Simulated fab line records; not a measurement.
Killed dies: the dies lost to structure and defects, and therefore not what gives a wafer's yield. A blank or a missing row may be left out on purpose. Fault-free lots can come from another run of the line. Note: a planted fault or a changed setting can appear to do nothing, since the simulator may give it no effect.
Chamber matching -- flow gf180mcu -- cmp-01 running GF_CONTACT_CMP_04: 4 sister chambers
The step polishes SiO2. 4 wafers are shown with their chamber, then 8 later ones without.

== WAFERS, EACH WITH ITS CHAMBER ==
wafer,chamber,motor_current_A (A)
L922.2,0,13.8
L922.3,3,11.8
L922.4,1,12.9
L923.3,2,14.3

== WAFERS WHOSE CHAMBER IS MISSING ==
wafer,motor_current_A (A)
L923.5,12.5
L923.6,13.4
L927.2,13.4
L927.3,12.0
L927.6,13.8
L926.3,14.8
L926.4,13.4
L926.5,11.2

== EACH ONE'S CHAMBER ==
wafer,from the rows above,in truth
L923.5,can't be placed: 1 or 3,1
L923.6,can't be placed: 0 or 1 or 2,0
L927.2,can't be placed: 0 or 1 or 2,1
L927.3,can't be placed: 3 or 1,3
L927.6,can't be placed: 0 or 2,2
L926.3,can't be placed: 2 or 0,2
L926.4,can't be placed: 0 or 1 or 2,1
L926.5,3,3
Correct placement for 1 of the 8. Cannot be placed on the basis of these rows: 7; the candidates contain the true chamber in 7. Wrongly placed: 0.
How it was worked out, from the rows above alone: a wafer's distance from a chamber is the root of the sum, over the readings, of the square of ((its reading less the chamber's mean) divided by the reading's scatter). If the next closest chamber is less than 2 further off than the closest, the wafer can't be placed; otherwise it belongs to the closest. A chamber's mean is the mean of its shown wafers. The scatter: root of mean squared gap, hidden wafer to nearest shown wafer, with one shown wafer a chamber.
